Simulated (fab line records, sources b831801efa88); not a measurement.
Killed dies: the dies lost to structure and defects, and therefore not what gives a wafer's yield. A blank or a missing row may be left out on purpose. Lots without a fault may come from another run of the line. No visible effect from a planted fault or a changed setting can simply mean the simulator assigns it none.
Comparing a struck lot with a sound one / flow sky130 / 16 steps out of a route of 708
Sound: wafers L309.2, L309.4, L309.6. The struck wafers were L320.3, L320.4, L320.5. At the end, the cause is stated.
Order at every step that has rows: each side's tool, ch and its chambers, its first start. Under that, the readings that differ: sound wafers / struck wafers / difference of the means / sigmas: that difference in standard deviations of wafers without a fault.
alike: same words and numbers on both sides, and readings whose means sit less than 2 such deviations apart. not compared: any withheld reading, any reading some wafer has no value for, any bound like >300 that may hide the same value, and any number with overlapping values for which the record gives no deviation.
The two part at a step that has a row with sigmas, a row that says differs or no value, or rows on one side only. Numbers that have no deviation but don't overlap get no sigmas and don't part them. A reading that every wafer of one side lacks parts them only if that side has two wafers or more.

SKY_VIA1_CMP_02: polishes SiO2.
  sound on cmp-01 ch 0,1, day 35 14:22; struck on cmp-01 ch 1,2, day 39 15:31
  alike: edgeZonePressureFrac, motorCurrentA, platenRpm
SKY_VIA1_BOW_MEAS_03:
  sound: filmMetro-02 at day 35 14:38; struck: filmMetro-01 at day 39 15:51
  alike: VIA1_BOW
then, 8 steps without rows for these wafers: SKY_VIA1_DEHYDRATE_04 (time 60 s); SKY_VIA1_HMDS_05 (prime time 60 s); SKY_VIA1_COAT_06 (resist thk 60 nm); SKY_VIA1_COAT_07 (resist thk 450 nm); SKY_VIA1_SOFTBAKE_08 (time 90 s); SKY_VIA1_EXPOSE_09 (exposes mask VIM, target cd 150 nm); SKY_VIA1_PEB_10; SKY_VIA1_DEVELOP_11 (develop time 60 s).
SKY_VIA1_CD_MEAS_12 targets a cd of 150 nm.
  sound: cdSem-02 at day 36 17:17; struck: cdSem-01 at day 40 16:10
  alike: cdNm
SKY_VIA1_OVL_MEAS_13:
  sound: overlay-01 at day 36 17:23; struck: overlay-02 at day 40 16:16
  alike: VIA1_OVL
SKY_VIA1_ETCH_14: etches BARC in N2/H2, stops on SiO2, time 45.9 s, target depth 60 nm.
  sound on rieDiel-01 ch 0,3, day 36 17:25; struck on rieDiel-04 ch 0,3, day 40 16:19
  alike: drypumpMotorCurrentA, n2FlowSccm, oesProductAu, rfFwdPowerW, throttleValvePct
  not compared: rfHoursCounterH, model.KrF-thick_of_VIA1_COAT_07.thkNm
SKY_VIA1_ETCH_15: etches SiO2 in C4F8/O2/Ar, stops on TiN, target depth 351 nm, time 54 s.
  sound on rieDiel-01 ch 0,3, day 36 17:27; struck on rieDiel-04 ch 0,3, day 40 16:23
  alike: oesProductAu, rfFwdPowerW
  not compared: rfHoursCounterH, model.KrF-thick_of_VIA1_COAT_07.thkNm
SKY_VIA1_STRIP_16: strips in O2/N2.
  sound on plasmaAsher-02 ch 0,1, day 36 17:30; struck on plasmaAsher-01 ch 0,1, day 40 16:28
reading=drypumpMotorCurrentA (A); sound=5.7 5.3 5.7; struck=6.6 6.5 6.6; difference=+1.0; sigmas=+2
  alike: n2FlowSccm, oesProductAu, stripTimeToEndpointS
  not compared: rfHoursCounterH
next, for these wafers, 1 step has no rows: SKY_PAD_OPEN_PROBE_99.

## WHERE THEY PART
Only at SKY_VIA1_STRIP_16, within this record.

WHY: what had been put in by the simulator
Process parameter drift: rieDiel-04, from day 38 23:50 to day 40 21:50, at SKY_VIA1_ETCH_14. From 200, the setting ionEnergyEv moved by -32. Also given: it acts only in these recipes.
